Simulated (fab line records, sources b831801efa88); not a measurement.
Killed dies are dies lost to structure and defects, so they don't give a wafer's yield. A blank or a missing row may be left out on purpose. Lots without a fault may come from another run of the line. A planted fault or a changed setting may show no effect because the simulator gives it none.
Problem report in the 8D (eight disciplines) form, filled by code | flow gf180mcu | the parts of the form that need people (team, actions taken, sign-off) are left out

1. THE PROBLEM
NSD_RS at GF_PSD_RS_MEAS_14 reads a mean of 44.40 ohm/sq on 5 wafers of 3 lots; wafers without a fault read 46.18 ohm/sq with a standard deviation of 0.075. That is -24 standard deviations from the usual mean.
The step: measures by four-point-probe.
First seen on wafer L117.1, day 18 01:26, on film_metro-01. The record holds 33 wafers of 12 lots with a number at this step. Rule for "out", or "out of limits": more than 4 standard deviations from the usual mean. The other wafers with a number count as sound.

2. WHAT IT IS AND WHAT IT IS NOT
question                    | is                                     | is not
which readings at this step | NSD_RS                                 | -
which lots                  | L117, L118, L119                       | L106, L107, L109, L124, L125, L126, L127, L128, L129
which wafers of those lots  | L117.1, L117.2, L118.1, L118.2, L119.2 | L119.3
read on which gauges        | film_metro-01, film_metro-02           | film_metro-04
when                        | from day 18 01:26                      | up to then (9 sound wafers); but 19 sound wafers of L119, L124, L125, L126, L127, L128, L129 came after

3. SUSPECTS, AND WHAT RULES EACH OUT
Counting: a tool at a process step up to the reading stays a suspect if it ran every lot that is out. Sound lots after the first of them don't rule it out here, since some wafers of a struck lot are sound.
- the gauge at GF_PSD_RS_MEAS_14: ruled out. The wafers that are out were read on 2 gauges (film_metro-01, film_metro-02).
- rtp_anneal-02 at GF_PSD_RTA_13 (time 20 s): kept. It ran every lot that is out, first L117 (day 18 01:16); its last sound lot up to then is L109 (day 15 04:28). Its own readings are out on those wafers: run_length_s.
Left after counting: rtp_anneal-02 at GF_PSD_RTA_13.

4. THE CAUSE (what the simulator had put in)
Process parameter drift: rtp_anneal-02, from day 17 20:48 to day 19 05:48, at GF_PSD_RTA_13. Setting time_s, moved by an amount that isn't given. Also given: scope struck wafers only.
Counting left only this tool.

5. THE CHAIN OF EFFECTS, in route order
Each row: a reading whose mean over the struck wafers that have a number lies more than 3 standard deviations from the usual. Only readings for which the record gives a usual standard deviation are gone through. hours: the time from each lot's start at the first step in this table that gives one to its start at this step, as a median over the lots. sigmas: the change in usual standard deviations.
hours | step              | reading      | usual         | on struck wafers | change | sigmas
0     | GF_PSD_RTA_13     | run_length_s | 49.5 s        | 59.1             | +9.6   | +11
0     | GF_PSD_RS_MEAS_14 | NSD_RS       | 46.18 ohm/sq  | 44.40            | -1.78  | -24
0     | GF_PSD_RS_MEAS_15 | PSD_RS       | 108.67 ohm/sq | 104.58           | -4.09  | -17
The process steps in it:
- GF_PSD_RTA_13: time 20 s.

6. WHAT WOULD HAVE CAUGHT IT SOONER
In this record the first reading out of limits at a measuring or inspecting step was taken at day 18 01:26, 5 hours after the fault began at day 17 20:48.
The tool's own readings at GF_PSD_RTA_13 were out on every struck wafer that the step has a row for (run_length_s): an alarm limit on them would have fired on the first of those.
Of the lots that are out (3), L118, L119 began GF_PSD_RTA_13 on rtp_anneal-02 after day 18 01:26. A hold on the tool at that time would have spared those 2.
